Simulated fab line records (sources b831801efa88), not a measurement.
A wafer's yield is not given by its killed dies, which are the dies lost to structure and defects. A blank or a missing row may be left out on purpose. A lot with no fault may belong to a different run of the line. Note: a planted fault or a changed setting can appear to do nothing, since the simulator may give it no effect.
fab line records + flow sfqLine
record
- lots=14
- wafers=42
- lastDay=87
route steps=325 shown M5@204 R5@214
lots untouched by any fault: they come from a run of this same line in which no faults occurred
startH: start of the lot's first displayed wafer, in hours after the record's first day + waitH: how many hours have passed since the lot's step before this one + " as in the row above + L1.1+2: one row covering several wafers at once + - no value, or no start given + * or withheld: withheld + < > ~ a bound
route shown NAME@n: a module of which the file shows steps, and the number in the route of the first + usual: mean and standard deviation over wafers with no fault + same: alike in all rows + chamber/n: place in a boat + sites: per-site readings + _std_site: standard deviation of those values + _edge_site: the outer-site mean with the inner-site mean subtracted + radiusMm: for every site, how far away it sits from the centre of the wafer + mask NAME#n: copy n + behind: the tool/chamber that last shaped the wafer + hold: cause of the lot's hold/its duration in hours/its outcome + device: transistor that didn't switch, given as n, p or np + end of line: at the end of the route, the tests of the same wafers + step lacking rows: just its recipe + killed: not the wafer's yield, but the dies lost to structure and defects at the first sort + map: a wafer's dies, x killed, . not, _ none there
set.NAME: the setting the step ran with; set.NAME@STEP: the setting that earlier step ran with + model.NAME: the simulator's own value behind a step, which no gauge read
one table for each step of the route and one row for each wafer, over a sample of lots
services: the hour from which a tool's chamber was out of use, counted from the record's first day as startH (under 0 if before that day), plus the number of hours and why
## steps
# step SFQ_M5_OVL_MEAS_932
# usual
- M5_OVL=2/4.7
| lot.wafer | tool       | chamber | startH  | waitH | M5_OVL[nm] |
|-----------|------------|---------|---------|-------|------------|
| L410.1    | overlay-01 | -       | 1404.03 | 0.1   | 6          |
| L410.4    | "          | -       | "       | "     | 1          |
| L410.5    | "          | -       | "       | "     | 9          |
| L411.1    | overlay-01 | -       | 1410.99 | 0.1   | 3          |
| L411.3    | "          | -       | "       | "     | -1         |
| L411.5    | "          | -       | "       | "     | -1         |
| L412.3    | overlay-01 | -       | 1412.20 | 0.1   | -1         |
| L412.5    | "          | -       | "       | "     | -4         |
| L412.6    | "          | -       | "       | "     | 0          |
| L413.3    | overlay-01 | -       | 1417.00 | 0.1   | 9          |
| L413.4    | "          | -       | "       | "     | 5          |
| L413.6    | "          | -       | "       | "     | 2          |
| L415.2    | overlay-01 | -       | 1538.32 | 0.1   | 14         |
| L415.3    | "          | -       | "       | "     | 3          |
| L415.5    | "          | -       | "       | "     | 1          |
| L416.1    | overlay-01 | -       | 1541.92 | 0.1   | 6          |
| L416.3    | "          | -       | "       | "     | 2          |
| L416.5    | "          | -       | "       | "     | 8          |
| L417.1    | overlay-01 | -       | 1546.72 | 0.1   | 6          |
| L417.2    | "          | -       | "       | "     | 8          |
| L417.6    | "          | -       | "       | "     | 10         |
| L419.3    | overlay-02 | -       | 1553.93 | 0.1   | 9          |
| L419.4    | "          | -       | "       | "     | 13         |
| L419.6    | "          | -       | "       | "     | -3         |
| L421.3    | overlay-02 | -       | 1561.13 | 0.1   | -4         |
| L421.4    | "          | -       | "       | "     | -2         |
| L421.6    | "          | -       | "       | "     | -2         |
| L423.1    | overlay-02 | -       | 1567.12 | 0.1   | 3          |
| L423.2    | "          | -       | "       | "     | -1         |
| L423.3    | "          | -       | "       | "     | -8         |
| L429.3    | overlay-02 | -       | 1653.65 | 0.1   | 7          |
| L429.5    | "          | -       | "       | "     | 1          |
| L429.6    | "          | -       | "       | "     | 6          |
| L430.1    | overlay-01 | -       | 1665.64 | 0.1   | 6          |
| L430.2    | "          | -       | "       | "     | -4         |
| L430.5    | "          | -       | "       | "     | -1         |
| L431.2    | overlay-02 | -       | 1677.65 | 0.1   | 1          |
| L431.3    | "          | -       | "       | "     | -1         |
| L431.6    | "          | -       | "       | "     | 9          |
| L432.1    | overlay-02 | -       | 1678.97 | 0.1   | 5          |
| L432.2    | "          | -       | "       | "     | 3          |
| L432.4    | "          | -       | "       | "     | 4          |
# step SFQ_TRILAYER_M5_STRIP_STRIP_127
# recipe
- gas=O2
- powerW=200
- platenTempC=40
- overashFraction=0.65
- chemistry=O2
- pressureMtorr=50
# usual
- drypumpMotorCurrentA=6.0/0.35
- heBacksideLeakSccm=3.6/0.33
- oesProductAu=0.999/0.0082
| lot.wafer | tool        | chamber | startH  | waitH | drypumpMotorCurrentA | heBacksideLeakSccm | oesProductAu | rfHoursCounterH |
|-----------|-------------|---------|---------|-------|----------------------|--------------------|--------------|-----------------|
| L410.1    | rieMetal-04 | 0       | 1404.32 | 0.1   | 5.8                  | 3.4                | 0.987        | 85              |
| L410.4    | "           | 1       | "       | "     | 5.9                  | 3.4                | 1.008        | -               |
| L410.5    | "           | 1       | "       | "     | 6.0                  | 3.5                | 1.002        | -               |
| L411.1    | rieMetal-04 | 0       | 1411.28 | 0.1   | 5.8                  | 3.5                | 1.006        | 87              |
| L411.3    | "           | 1       | "       | "     | 5.9                  | 3.7                | 1.002        | -               |
| L411.5    | "           | 0       | "       | "     | 5.8                  | 3.5                | 1.005        | -               |
| L412.3    | rieMetal-03 | 0       | 1412.68 | 0.3   | 6.5                  | 3.8                | 0.990        | -               |
| L412.5    | "           | 0       | "       | "     | 6.5                  | 5.4                | 0.989        | -               |
| L412.6    | "           | 1       | "       | "     | 6.0                  | 3.9                | 1.004        | -               |
| L413.3    | rieMetal-04 | 1       | 1417.48 | 0.3   | 5.9                  | 3.7                | 0.994        | -               |
| L413.4    | "           | 0       | "       | "     | 5.8                  | 3.6                | 0.993        | -               |
| L413.6    | "           | 0       | "       | "     | 5.8                  | 3.5                | 1.000        | -               |
| L415.2    | rieMetal-02 | 1       | 1538.61 | 0.1   | 5.4                  | 3.6                | 0.989        | 27              |
| L415.3    | "           | 0       | "       | "     | 5.7                  | 3.7                | 0.991        | -               |
| L415.5    | "           | 0       | "       | "     | 5.7                  | 3.6                | 0.994        | -               |
| L416.1    | rieMetal-03 | 0       | 1542.21 | 0.1   | 6.4                  | 3.4                | 1.003        | 3               |
| L416.3    | "           | 1       | "       | "     | 6.0                  | 3.9                | 0.992        | -               |
| L416.5    | "           | 0       | "       | "     | 6.4                  | 3.6                | 0.995        | -               |
| L417.1    | rieMetal-03 | 0       | 1547.01 | 0.1   | 6.4                  | 3.5                | 0.999        | 4               |
| L417.2    | "           | 1       | "       | "     | 6.0                  | 3.9                | 1.006        | 76              |
| L417.6    | "           | 1       | "       | "     | 6.0                  | 3.7                | 1.000        | -               |
| L419.3    | rieMetal-02 | 1       | 1554.41 | 0.3   | 5.4                  | 3.5                | 1.014        | -               |
| L419.4    | "           | 0       | "       | "     | 5.7                  | 3.7                | 1.002        | -               |
| L419.6    | "           | 1       | "       | "     | 5.4                  | 3.4                | 1.024        | -               |
| L421.3    | rieMetal-02 | 0       | 1561.61 | 0.3   | 5.7                  | 4.0                | 0.996        | -               |
| L421.4    | "           | 1       | "       | "     | 5.4                  | 3.6                | 1.013        | -               |
| L421.6    | "           | 1       | "       | "     | 5.4                  | 3.4                | 1.003        | -               |
| L423.1    | rieMetal-03 | 0       | 1567.66 | 0.3   | 6.4                  | 3.2                | 0.997        | 8               |
| L423.2    | "           | 0       | "       | "     | 6.5                  | 3.6                | 0.997        | -               |
| L423.3    | "           | 0       | "       | "     | 6.5                  | 3.5                | 0.985        | -               |
| L429.3    | rieMetal-03 | 1       | 1654.13 | 0.3   | 6.0                  | 4.0                | 1.006        | -               |
| L429.5    | "           | 0       | "       | "     | 6.4                  | 3.5                | 0.984        | -               |
| L429.6    | "           | 1       | "       | "     | 6.0                  | 3.8                | 1.004        | -               |
| L430.1    | rieMetal-02 | 0       | 1665.93 | 0.1   | 5.7                  | 6.0                | 0.996        | 123             |
| L430.2    | "           | 1       | "       | "     | 5.4                  | 3.6                | 1.001        | 45              |
| L430.5    | "           | 1       | "       | "     | 5.4                  | 3.5                | 1.004        | -               |
| L431.2    | rieMetal-03 | 1       | 1677.93 | 0.1   | 6.0                  | 3.9                | 0.999        | 87              |
| L431.3    | "           | 0       | "       | "     | 6.5                  | 3.5                | 0.992        | -               |
| L431.6    | "           | 0       | "       | "     | 6.4                  | 3.4                | 0.976        | -               |
| L432.1    | rieMetal-04 | 0       | 1679.51 | 0.3   | 5.8                  | 3.5                | 1.003        | 122             |
| L432.2    | "           | 0       | "       | "     | 5.8                  | 3.3                | 1.006        | -               |
| L432.4    | "           | 0       | "       | "     | 5.8                  | 3.5                | 1.003        | -               |
# step SFQ_TRILAYER_R5_DEP_SPUTTER_134
# recipe
- material=Ti
- basePressurePa=1.33e-06
- targetThkNm=5
- powerW=2000
- timeS=5
- chamberPressurePa=0.4
# usual
- throttleValvePct=29.9/0.98
| lot.wafer | tool          | chamber | startH  | waitH | throttleValvePct |
|-----------|---------------|---------|---------|-------|------------------|
| L410.1    | pvdSputter-06 | -       | 1426.50 | 0.0   | 31.1             |
| L410.4    | "             | -       | "       | "     | 30.2             |
| L410.5    | "             | -       | "       | "     | 30.6             |
| L411.1    | pvdSputter-04 | -       | 1435.50 | 0.0   | 29.5             |
| L411.3    | "             | -       | "       | "     | 30.9             |
| L411.5    | "             | -       | "       | "     | 29.2             |
| L412.3    | pvdSputter-04 | -       | 1438.50 | 0.0   | 29.8             |
| L412.5    | "             | -       | "       | "     | 27.6             |
| L412.6    | "             | -       | "       | "     | 29.3             |
| L413.3    | pvdSputter-06 | -       | 1440.29 | 0.0   | 31.1             |
| L413.4    | "             | -       | "       | "     | 30.3             |
| L413.6    | "             | -       | "       | "     | 31.2             |
| L415.2    | pvdSputter-03 | -       | 1546.39 | 0.0   | 29.9             |
| L415.3    | "             | -       | "       | "     | 30.5             |
| L415.5    | "             | -       | "       | "     | 29.2             |
| L416.1    | pvdSputter-06 | -       | 1549.39 | 0.0   | 30.9             |
| L416.3    | "             | -       | "       | "     | 30.2             |
| L416.5    | "             | -       | "       | "     | 31.0             |
| L417.1    | pvdSputter-03 | -       | 1556.00 | 0.0   | 28.9             |
| L417.2    | "             | -       | "       | "     | 29.2             |
| L417.6    | "             | -       | "       | "     | 30.5             |
| L419.3    | pvdSputter-06 | -       | 1565.00 | 0.0   | 30.3             |
| L419.4    | "             | -       | "       | "     | 31.2             |
| L419.6    | "             | -       | "       | "     | 31.1             |
| L421.3    | pvdSputter-04 | -       | 1571.13 | 0.0   | 29.7             |
| L421.4    | "             | -       | "       | "     | 29.4             |
| L421.6    | "             | -       | "       | "     | 31.0             |
| L423.1    | pvdSputter-04 | -       | 1577.13 | 0.0   | 27.5             |
| L423.2    | "             | -       | "       | "     | 30.6             |
| L423.3    | "             | -       | "       | "     | 29.6             |
| L429.3    | pvdSputter-03 | -       | 1659.07 | 0.0   | 29.3             |
| L429.5    | "             | -       | "       | "     | 29.2             |
| L429.6    | "             | -       | "       | "     | 29.0             |
| L430.1    | pvdSputter-03 | -       | 1671.09 | 0.0   | 30.3             |
| L430.2    | "             | -       | "       | "     | 29.1             |
| L430.5    | "             | -       | "       | "     | 29.3             |
| L431.2    | pvdSputter-06 | -       | 1683.07 | 0.0   | 30.4             |
| L431.3    | "             | -       | "       | "     | 31.4             |
| L431.6    | "             | -       | "       | "     | 30.4             |
| L432.1    | pvdSputter-04 | -       | 1685.25 | 0.0   | 29.4             |
| L432.2    | "             | -       | "       | "     | 27.4             |
| L432.4    | "             | -       | "       | "     | 30.7             |
# step SFQ_TRILAYER_R5_ETCH_METAL_ETCH_139
# recipe
- stopOn=SiO2
- maskMaterial=PR
- chemistry=Cl2
- targetDepthNm=60
- icpW=600
- biasW=80
- pressureMtorr=10
- timeS=40
# usual
- drypumpMotorCurrentA=5.70/0.17
- heBacksideLeakSccm=3.59/0.26
- oesProductAu=0.990/0.0053
| lot.wafer | tool        | chamber | startH  | waitH | drypumpMotorCurrentA | heBacksideLeakSccm | oesProductAu | rfHoursCounterH |
|-----------|-------------|---------|---------|-------|----------------------|--------------------|--------------|-----------------|
| L410.1    | rieMetal-04 | 0       | 1545.61 | 0.0   | 5.80                 | 3.37               | 0.992        | 104             |
| L410.4    | "           | 1       | "       | "     | 5.92                 | 3.68               | 0.985        | -               |
| L410.5    | "           | 0       | "       | "     | 5.78                 | 3.41               | 0.983        | -               |
| L411.1    | rieMetal-01 | 1       | 1555.21 | 0.0   | 5.62                 | 4.08               | 0.990        | 101             |
| L411.3    | "           | 1       | "       | "     | 5.61                 | 4.08               | 0.988        | -               |
| L411.5    | "           | 1       | "       | "     | 5.62                 | 3.90               | 0.992        | -               |
| L412.3    | rieMetal-04 | 0       | 1558.83 | 0.0   | 5.80                 | 3.65               | 0.988        | -               |
| L412.5    | "           | 0       | "       | "     | 5.79                 | 3.85               | 0.978        | -               |
| L412.6    | "           | 1       | "       | "     | 5.95                 | 3.58               | 0.990        | -               |
| L413.3    | rieMetal-04 | 0       | 1562.43 | 0.0   | 5.79                 | 3.38               | 0.983        | -               |
| L413.4    | "           | 1       | "       | "     | 5.91                 | 3.72               | 0.993        | -               |
| L413.6    | "           | 1       | "       | "     | 5.91                 | 3.94               | 0.983        | -               |
| L415.2    | rieMetal-04 | 0       | 1572.96 | 0.0   | 5.78                 | 3.46               | 0.995        | 108             |
| L415.3    | "           | 0       | "       | "     | 5.78                 | 3.51               | 0.986        | -               |
| L415.5    | "           | 1       | "       | "     | 5.93                 | 3.42               | 0.992        | -               |
| L416.1    | rieMetal-02 | 1       | 1574.16 | 0.0   | 5.39                 | 3.42               | 0.990        | 34              |
| L416.3    | "           | 1       | "       | "     | 5.39                 | 3.51               | 0.997        | -               |
| L416.5    | "           | 0       | "       | "     | 5.72                 | 3.79               | 0.989        | -               |
| L417.1    | rieMetal-01 | 1       | 1575.36 | 0.0   | 5.60                 | 3.72               | 1.002        | 104             |
| L417.2    | "           | 0       | "       | "     | 5.58                 | 3.58               | 0.978        | 14              |
| L417.6    | "           | 0       | "       | "     | 5.58                 | 3.60               | 0.981        | -               |
| L419.3    | rieMetal-02 | 1       | 1577.78 | 0.0   | 5.38                 | 3.55               | 0.987        | -               |
| L419.4    | "           | 0       | "       | "     | 5.75                 | 3.33               | 0.989        | -               |
| L419.6    | "           | 0       | "       | "     | 5.75                 | 3.40               | 0.984        | -               |
| L421.3    | rieMetal-04 | 0       | 1580.18 | 0.0   | 5.80                 | 3.47               | 0.715        | -               |
| L421.4    | "           | 1       | "       | "     | 5.91                 | 3.36               | 0.992        | -               |
| L421.6    | "           | 1       | "       | "     | 5.93                 | 3.71               | 0.987        | -               |
| L423.1    | rieMetal-04 | 1       | 1582.56 | 0.0   | 5.94                 | 3.53               | 0.991        | 99              |
| L423.2    | "           | 0       | "       | "     | 5.80                 | 3.57               | 0.993        | 110             |
| L423.3    | "           | 0       | "       | "     | 5.80                 | 3.68               | 0.711        | -               |
| L429.3    | rieMetal-02 | 1       | 1664.25 | 0.0   | 5.38                 | 3.44               | 0.991        | -               |
| L429.5    | "           | 1       | "       | "     | 5.38                 | 3.50               | 1.000        | -               |
| L429.6    | "           | 0       | "       | "     | 5.70                 | 3.42               | 0.987        | -               |
| L430.1    | rieMetal-04 | 0       | 1673.69 | 0.1   | 5.78                 | 3.55               | 0.990        | 120             |
| L430.2    | "           | 0       | "       | "     | 5.76                 | 3.42               | 0.989        | -               |
| L430.5    | "           | 0       | "       | "     | 5.78                 | 3.67               | 0.993        | -               |
| L431.2    | rieMetal-02 | 1       | 1687.22 | 0.1   | 5.38                 | 3.66               | 0.992        | -               |
| L431.3    | "           | 1       | "       | "     | 5.41                 | 3.50               | 0.991        | -               |
| L431.6    | "           | 1       | "       | "     | 5.39                 | 3.65               | 0.991        | -               |
| L432.1    | rieMetal-04 | 0       | 1688.34 | 0.0   | 5.77                 | 3.49               | 0.994        | 123             |
| L432.2    | "           | 1       | "       | "     | 5.93                 | 3.61               | 0.985        | 109             |
| L432.4    | "           | 1       | "       | "     | 5.93                 | 3.70               | 0.984        | -               |
## services
| tool          | chamber | startH  | hours | kind                        |
|---------------|---------|---------|-------|-----------------------------|
| rieMetal-04   | -       | 1391.62 | 0.8   | repair                      |
| rieMetal-03   | 1       | 1395.10 | 15.7  | repair                      |
| pvdSputter-03 | -       | 1396.25 | 52.7  | repair                      |
| rieMetal-01   | -       | 1396.64 | 14.6  | pm                          |
| rieMetal-02   | 0       | 1404.21 | 4.0   | repair                      |
| rieMetal-02   | -       | 1415.92 | 28.1  | pm                          |
| pvdSputter-03 | -       | 1420.82 | 2.1   | repair                      |
| rieMetal-03   | -       | 1433.80 | 28.1  | pm                          |
| pvdSputter-03 | -       | 1447.87 | 12.4  | repair                      |
| pvdSputter-04 | -       | 1491.76 | 8.8   | repair                      |
| rieMetal-02   | -       | 1529.40 | 0.8   | repair                      |
| rieMetal-03   | 1       | 1563.29 | 23.9  | repair                      |
| rieMetal-01   | -       | 1608.60 | 0.2   | repair                      |
| rieMetal-03   | -       | 1615.64 | 0.7   | repair                      |
| pvdSputter-03 | -       | 1618.36 | 1.1   | repair                      |
| rieMetal-02   | -       | 1632.35 | 2.8   | pm                          |
| pvdSputter-03 | -       | 1632.62 | 2.6   | repair                      |
| pvdSputter-04 | -       | 1646.35 | 2.5   | repair                      |
| rieMetal-04   | 0       | 1660.49 | 6.5   | repair                      |
| rieMetal-04   | 1       | 1662.43 | 19.2  | repair                      |
| rieMetal-02   | 1       | 1674.84 | 10.0  | repair                      |
| rieMetal-02   | 0       | 1685.16 | -     | clean                       |
| rieMetal-02   | 0       | 1685.16 | -     | consumableReplace:focusRing |
| rieMetal-02   | 0       | 1685.16 | 19.9  | scheduledDown               |
## key
firstSign
- step=SFQ_TRILAYER_R5_ETCH_METAL_ETCH_139
- reading=oesProductAu
- direction=down
- sigmas=52
- usual=0.990
- struck=0.713
effect none on later readings
metAt SFQ_TRILAYER_R5_ETCH_METAL_ETCH_139
struckLots L421,L423
struckWafers L421.3,L423.3
notActingAt SFQ_M5_OVL_MEAS_932,SFQ_TRILAYER_M5_STRIP_STRIP_127,SFQ_TRILAYER_R5_DEP_SPUTTER_134
onsetBetween 1572.96 1580.18
fault
- kind=processParameterDrift
- tool=rieMetal-04
- chamber=-
- onsetH=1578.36
- steps=SFQ_TRILAYER_R5_ETCH_METAL_ETCH_139
- channel=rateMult
- offset=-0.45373
- shape=step
- endH=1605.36
- scope=struckWafersOnly
